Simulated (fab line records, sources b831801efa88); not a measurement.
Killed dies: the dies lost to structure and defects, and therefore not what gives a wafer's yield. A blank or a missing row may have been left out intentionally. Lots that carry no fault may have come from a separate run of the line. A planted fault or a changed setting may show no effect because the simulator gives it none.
fab line records	flow gf180mcu	part 2 of 2: steps 29 to 41 of 41
[record] lots = 5	wafers = 15	lastDay = 34
route steps=602 shown V1@359 M2@362 V2@382
lots that met no fault: taken from a fault-free run of the same line
startH: hours from the record's opening day to when the first of the lot's shown wafers began	waitH: hours since the lot's step before	" as in the row above	L1.1+2: a single row standing in for several wafers	- no value, or no start given	* or withheld: withheld	< > ~ a bound
route shown NAME@n: names a module that has steps shown in the file, with the first one's number in the route	usual: the fault-free wafers' mean and standard deviation	same: alike in all rows	chamber/n: place in a boat	sites: readings site by site	_std_site: standard deviation across them	_edge_site: outer sites' mean less inner sites'	radiusMm: how far each site lies from the wafer's centre	mask NAME#n: copy n	behind: the most recent tool/chamber to have shaped the wafer	hold: why the lot was held/for how many hours/how that ended	device: the transistor (n, p or np) that didn't switch	end of line: tests run on the same wafers once the route is complete	a step without rows: its recipe alone	killed: dies that structure and defects cost at the first sort, which is not the same as the wafer's yield	map: the dies of a wafer, with x for killed, . for not killed, _ for no die there
set.NAME: the run value of the setting; set.NAME@STEP: its run value at that earlier step	model.NAME: the simulator's own value behind a step, which no gauge read
certain route steps with their lots: each step a table, each wafer a row
services: a tool's chamber out of use, with start hour (startH, from the record's first day; less than 0 if before it), hours out, and reason
[[steps]]
[step GF_V2_BOW_MEAS_05]
[recipe] mode = bow
[usual] V2_BOW = 101/8.6
lot.wafer	tool	chamber	startH	waitH	V2_BOW[um]
L074.3	filmMetro-02	-	436.02	0.2	83
L074.4	"	-	"	"	87
L074.5	"	-	"	"	108
L078.1	filmMetro-02	-	472.60	0.1	121
L078.3	"	-	"	"	99
L078.4	"	-	"	"	106
L087.3	filmMetro-03	-	553.41	0.2	108
L087.4	"	-	"	"	108
L087.5	"	-	"	"	106
L089.1	filmMetro-02	-	581.44	0.1	115
L089.4	"	-	"	"	101
L089.5	"	-	"	"	107
L096.1	filmMetro-02	-	622.27	0.2	95
L096.3	"	-	"	"	92
L096.6	"	-	"	"	103
[step GF_V2_DEHYDRATE_06]
[recipe] tempC = 200	timeS = 60
lot.wafer	tool	chamber	startH	waitH
L074.3+4+5	lithoTrack-02	0	447.70	11.7
L078.1+3+4	lithoTrack-01	0	484.11	11.5
L087.3+4+5	lithoTrack-02	0	564.50	11.1
L089.1+4+5	lithoTrack-02	0	591.10	9.6
L096.1+3+6	lithoTrack-02	0	631.15	8.9
[step GF_V2_HMDS_07]
[recipe] primeTimeS = 60	primeTempC = 120
lot.wafer	tool	chamber	startH	waitH
L074.3+4+5	lithoTrack-02	0	447.85	0.1
L078.1+3+4	lithoTrack-01	0	484.26	0.1
L087.3+4+5	lithoTrack-02	0	564.65	0.1
L089.1+4+5	lithoTrack-02	0	591.25	0.1
L096.1+3+6	lithoTrack-02	0	631.30	0.1
[step GF_V2_COAT_08]
[recipe] resist = BARC	tempC = withheld	timeS = withheld	spinRpm = withheld	resistThkNm = withheld
lot.wafer	tool	chamber	startH	waitH
L074.3+4+5	lithoTrack-02	0	448.00	0.1
L078.1+3+4	lithoTrack-01	0	484.41	0.1
L087.3+4+5	lithoTrack-02	0	564.80	0.1
L089.1+4+5	lithoTrack-02	0	591.40	0.1
L096.1+3+6	lithoTrack-02	0	631.45	0.1
[step GF_V2_COAT_09]
[recipe] resist = KrF	spinRpm = withheld	resistThkNm = 988.4
lot.wafer	tool	chamber	startH	waitH
L074.3+4+5	lithoTrack-02	0	-	-
L078.1+3+4	lithoTrack-01	0	-	-
L087.3+4+5	lithoTrack-02	0	-	-
L089.1+4+5	lithoTrack-02	0	-	-
L096.1+3+6	lithoTrack-02	0	-	-
[step GF_V2_SOFTBAKE_10]
[recipe] tempC = 130	timeS = 60	resist = KrF
lot.wafer	tool	chamber	startH	waitH
L074.3+4+5	lithoTrack-02	0	-	-
L078.1+3+4	lithoTrack-01	0	-	-
L087.3+4+5	lithoTrack-02	0	-	-
L089.1+4+5	lithoTrack-02	0	-	-
L096.1+3+6	lithoTrack-02	0	-	-
[step GF_V2_EXPOSE_11]
[recipe] maskId = Via2	targetCdNm = 260	na = 0.68	sourceShape = conventional	sigmaOuter = 0.6	doseMj = 38
lot.wafer	tool	chamber	startH	waitH	mask
L074.3+4+5	krfScanner-01	0	-	-	Via2#0
L078.1+3+4	krfScanner-01	0	-	-	Via2#0
L087.3+4+5	krfScanner-01	0	-	-	Via2#0
L089.1+4+5	krfScanner-01	0	-	-	Via2#0
L096.1+3+6	krfScanner-02	0	-	-	Via2#0
[step GF_V2_PEB_12]
[recipe] pebTempC = 134.3	pebTimeS = 90	resist = KrF
[same] pebTimeS = 90
lot.wafer	tool	chamber	startH	waitH
L074.3+4+5	lithoTrack-02	0	-	-
L078.1+3+4	lithoTrack-04	0	-	-
L087.3+4+5	lithoTrack-02	0	-	-
L089.1+4+5	lithoTrack-01	0	-	-
L096.1+3+6	lithoTrack-04	0	-	-
[step GF_V2_DEVELOP_13]
[recipe] developTimeS = 60	resist = KrF	devTempC = 21
lot.wafer	tool	chamber	startH	waitH
L074.3+4+5	lithoTrack-02	0	460.65	0.1
L078.1+3+4	lithoTrack-04	0	496.24	0.2
L087.3+4+5	lithoTrack-02	0	575.85	0.1
L089.1+4+5	lithoTrack-01	0	602.81	0.2
L096.1+3+6	lithoTrack-04	0	641.69	0.2
[step GF_V2_CD_MEAS_14]
[recipe] targetCdNm = 260
[usual] cdNm = 260.0/1.2
lot.wafer	tool	chamber	startH	waitH	cdNm
L074.3	cdSem-02	-	460.79	0.1	258.5
L074.4	"	-	"	"	258.9
L074.5	"	-	"	"	259.6
L078.1	cdSem-01	-	496.39	0.1	261.3
L078.3	"	-	"	"	260.5
L078.4	"	-	"	"	259.3
L087.3	cdSem-02	-	575.99	0.1	260.0
L087.4	"	-	"	"	261.0
L087.5	"	-	"	"	261.5
L089.1	cdSem-01	-	602.96	0.1	260.9
L089.4	"	-	"	"	259.9
L089.5	"	-	"	"	259.8
L096.1	cdSem-02	-	641.84	0.1	262.4
L096.3	"	-	"	"	259.1
L096.6	"	-	"	"	260.8
[step GF_V2_OVL_MEAS_15]
[usual] V2_OVL = 1/5.9
lot.wafer	tool	chamber	startH	waitH	V2_OVL[nm]
L074.3	overlay-02	-	460.88	0.1	11
L074.4	"	-	"	"	4
L074.5	"	-	"	"	11
L078.1	overlay-01	-	496.51	0.1	7
L078.3	"	-	"	"	7
L078.4	"	-	"	"	6
L087.3	overlay-02	-	576.08	0.1	-9
L087.4	"	-	"	"	-9
L087.5	"	-	"	"	-1
L089.1	overlay-02	-	603.08	0.1	5
L089.4	"	-	"	"	0
L089.5	"	-	"	"	5
L096.1	overlay-02	-	641.96	0.1	-6
L096.3	"	-	"	"	-9
L096.6	"	-	"	"	-1
[step GF_V2_ETCH_16]
[recipe] chemistry = N2/H2	targetDepthA = withheld	overetchA = withheld	timeS = withheld	target = BARC	ionEnergyEv = 200	sourceW = 500	biasW = 100	pressureMtorr = 30	n2FlowSccm = 100	h2FlowSccm = 200
[usual] drypumpMotorCurrentA = 5.7/0.4	oesProductAu = 0.855/0.005	throttleValvePct = 13.225/0.0094
lot.wafer	tool	chamber	startH	waitH	drypumpMotorCurrentA	oesProductAu	throttleValvePct
L074.3	rieDiel-02	0	460.91	0.0	5.3	0.850	13.230
L074.4	"	1	"	"	5.2	0.855	13.223
L074.5	"	1	"	"	5.2	0.851	13.212
L078.1	rieDiel-02	1	496.55	0.0	5.2	0.850	13.238
L078.3	"	0	"	"	5.3	0.857	13.221
L078.4	"	3	"	"	5.5	0.854	13.228
L087.3	rieDiel-04	2	576.10	0.0	6.3	0.855	13.224
L087.4	"	1	"	"	6.0	0.852	13.221
L087.5	"	3	"	"	5.7	0.857	13.217
L089.1	rieDiel-04	2	603.12	0.0	6.4	0.857	13.246
L089.4	"	0	"	"	5.7	0.851	13.227
L089.5	"	2	"	"	6.4	0.853	13.225
L096.1	rieDiel-01	1	642.00	0.0	6.1	0.852	13.233
L096.3	"	3	"	"	6.0	0.852	13.239
L096.6	"	0	"	"	5.0	0.852	13.236
[step GF_V2_ETCH_17]
[recipe] chemistry = C4F8/O2/Ar	maskMaterial = KrF	target = SiO2	stopOn = TiN	sourceW = 1500	biasW = 1200	pressureMtorr = 40	c4f8FlowSccm = withheld	O2_flow_sccm = 6	Ar_flow_sccm = 300	timeS = withheld	targetDepthA = 6300
[usual] oesProductAu = 0.856/0.0049
lot.wafer	tool	chamber	startH	waitH	oesProductAu
L074.3	rieDiel-02	0	-	-	0.848
L074.4	"	1	"	"	0.861
L074.5	"	1	"	"	0.863
L078.1	rieDiel-02	1	-	-	0.857
L078.3	"	0	"	"	0.850
L078.4	"	3	"	"	0.851
L087.3	rieDiel-04	2	-	-	0.854
L087.4	"	1	"	"	0.854
L087.5	"	3	"	"	0.851
L089.1	rieDiel-04	2	-	-	0.862
L089.4	"	0	"	"	0.855
L089.5	"	2	"	"	0.847
L096.1	rieDiel-01	1	-	-	0.856
L096.3	"	3	"	"	0.860
L096.6	"	0	"	"	0.858
[[services]]
tool	chamber	startH	hours	kind
pvdSputter-01	-	392.50	3.0	repair
pvdSputter-01	-	397.37	7.8	repair
cmp-02	-	404.23	4.0	pm
cmp-01	-	404.89	0.2	repair
krfScanner-01	-	410.85	1.3	pm
cmp-01	-	411.07	6.3	repair
krfScanner-01	-	413.98	0.8	repair
krfScanner-01	-	422.81	0.8	pm
krfScanner-01	-	432.74	0.7	repair
pvdSputter-01	-	442.05	3.8	repair
krfScanner-01	-	448.97	1.0	pm
pvdSputter-03	-	472.35	2.2	repair
pvdSputter-02	-	481.43	16.1	repair
cmp-02	-	482.50	3.8	repair
cmp-02	-	486.27	5.1	pm
cmp-01	-	488.17	4.2	repair
cmp-02	-	499.24	4.8	pm
krfScanner-01	-	548.84	1.0	repair
pvdSputter-03	-	570.11	1.8	repair
pvdSputter-03	-	572.90	6.7	repair
krfScanner-01	-	586.75	1.3	pm
krfScanner-01	-	592.43	0.8	pm
krfScanner-01	-	602.35	4.0	pm
krfScanner-01	-	617.97	1.0	pm
